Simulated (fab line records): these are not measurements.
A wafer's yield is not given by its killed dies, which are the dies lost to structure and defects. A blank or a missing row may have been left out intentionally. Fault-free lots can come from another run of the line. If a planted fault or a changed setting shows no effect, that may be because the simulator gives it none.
Matching of chambers	flow sky130	SKY_PAD_OPEN_ETCH_07 on rie-diel-03 has 4 sister chambers
The step etches the open film in CF4/O2, stops on AlCu, target depth 725 nm, time 161.1 s. 24 wafers are shown with their chamber, then 12 later ones without.

WAFERS PAIRED WITH THEIR CHAMBERS
wafer	chamber	drypump-motor-current-A (A)	bias-w (W)	oes-product-au (a.u.)
L077.2	2	4.7	151.1	0.975
L077.3	0	6.2	149.8	0.972
L077.5	1	5.4	150.4	0.978
L078.1	0	6.2	149.1	0.981
L078.4	3	5.4	149.7	0.985
L078.6	0	6.3	149.4	0.974
L080.3	0	6.2	150.6	0.977
L080.4	1	5.4	151.1	0.978
L080.5	1	5.4	150.6	0.987
L081.1	2	4.7	149.8	0.968
L081.2	3	5.4	149.6	0.969
L081.3	1	5.4	150.5	0.970
L083.4	2	4.7	149.7	0.985
L083.5	1	5.4	149.8	0.983
L083.6	0	6.2	150.3	0.978
L084.2	0	6.2	150.0	0.969
L084.5	0	6.2	150.8	0.989
L084.6	1	5.4	149.8	0.974
L085.3	3	5.4	149.9	0.973
L085.4	2	4.7	149.8	0.973
L085.5	0	6.2	149.7	0.968
L088.3	1	5.4	149.4	0.969
L088.5	0	6.2	150.4	0.975
L088.6	3	5.4	150.0	0.978

SIGNATURES (averages over the wafers above)
reading	chamber 0	chamber 1	chamber 2	chamber 3	scatter within a chamber
drypump-motor-current-A	6.211	5.400	4.700	5.400	0.0211
bias-w	150.011	150.229	150.100	149.800	0.55
oes-product-au	0.97589	0.97700	0.97525	0.97625	0.00666
Rule: distance of a wafer from a chamber = root of the sum over the readings of ((wafer's reading minus chamber's mean) / reading's scatter) squared. The wafer belongs to the nearest chamber; if the next one is less than 2 further off, it can't be placed. The scatter: take each reading less its chamber's mean, square it, sum over the shown wafers, divide by the number of wafers less the number of chambers, and take the root.

WAFERS WITH NO CHAMBER GIVEN
wafer	drypump-motor-current-A (A)	bias-w (W)	oes-product-au (a.u.)
L092.2	5.4	149.3	0.968
L092.4	6.2	149.9	0.972
L092.6	6.2	150.3	0.971
L093.2	5.4	150.0	0.977
L093.3	4.7	149.0	0.975
L093.4	6.2	150.7	0.978
L095.3	5.4	150.0	0.983
L095.4	5.4	149.8	0.987
L095.5	5.4	149.8	0.974
L097.1	6.2	149.9	0.972
L097.3	5.4	150.1	0.979
L097.4	4.7	150.6	0.982

EACH ONE'S CHAMBER
wafer	from the rows above	in truth
L092.2	can't be placed: 3 or 1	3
L092.4	0	0
L092.6	0	0
L093.2	can't be placed: 3 or 1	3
L093.3	2	2
L093.4	0	0
L095.3	can't be placed: 1 or 3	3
L095.4	can't be placed: 3 or 1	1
L095.5	can't be placed: 3 or 1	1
L097.1	0	0
L097.3	can't be placed: 1 or 3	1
L097.4	2	2
6 of 12 placed correctly. Can't be placed from these rows: 6 (the true chamber is among the candidates in 6). Number placed wrongly: 0.
